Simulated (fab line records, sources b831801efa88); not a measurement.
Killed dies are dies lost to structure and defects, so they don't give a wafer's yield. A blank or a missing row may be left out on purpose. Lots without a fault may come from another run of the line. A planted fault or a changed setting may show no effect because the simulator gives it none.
Which tool did it? | flow sky130 | 13 lots, 39 wafers sampled, at 1 step of a route of 708

WHAT THE GAUGES READ, wafer by wafer
SKY_METAL4_OVL_MEAS_14.
lot  | measured     | on         | METAL4_OVL (nm)
L261 | day 41 10:38 | overlay-02 | 7 10 9
L263 | day 43 02:07 | overlay-02 | 2 -2 -2
L264 | day 45 21:37 | overlay-01 | 11 10 12
L266 | day 45 22:56 | overlay-01 | 10 3 8
L265 | day 45 23:51 | overlay-02 | 15 6 13
L269 | day 46 00:19 | overlay-01 | 5 2 5
L271 | day 46 01:08 | overlay-02 | -3 1 3
L272 | day 46 03:13 | overlay-01 | 8 8 7
L273 | day 46 05:42 | overlay-01 | -1 9 8
L277 | day 46 07:46 | overlay-01 | 6 1 7
L278 | day 46 09:31 | overlay-01 | 3 -4 2
L280 | day 46 16:22 | overlay-02 | 11 6 11
L281 | day 46 18:13 | overlay-02 | 5 11 15

WHICH TOOL RAN EACH LOT (tool, then ch and the chambers of the sampled wafers, then the start)
The record holds no process step before these readings.

WHAT THE TOOLS THEMSELVES READ (means of the sampled wafers that have a number; where no wafer has one, the mark that the record gives instead)
The record holds no such reading with a usual standard deviation.

THE ANSWER, worked out from the rows above alone
Rule: what is usual is taken from the lots themselves. Put in order of their means at a reading, lots are off if they are a third of the lots or fewer, leave a main group of 4 or more, and stand apart from it by a gap of 3 or more times the standard deviation of the main group's means; of several such gaps the widest counts. A main group whose means are all the same, to the digits that the tables above print for the reading, isn't used. A lot without any number at a reading at which 4 lots or more have one is off too. The other lots that the step has rows for count as sound. The gauges are gone through in route order, then the tools' own readings, and for those a lot's mean is taken as printed above. The first step at which some lot is off is used, and at that step the reading that is off furthest; a lot without a number counts as furthest.
No lot is off at any reading shown: from this, nothing can be told.

WHAT THE SIMULATOR HAD PUT IN
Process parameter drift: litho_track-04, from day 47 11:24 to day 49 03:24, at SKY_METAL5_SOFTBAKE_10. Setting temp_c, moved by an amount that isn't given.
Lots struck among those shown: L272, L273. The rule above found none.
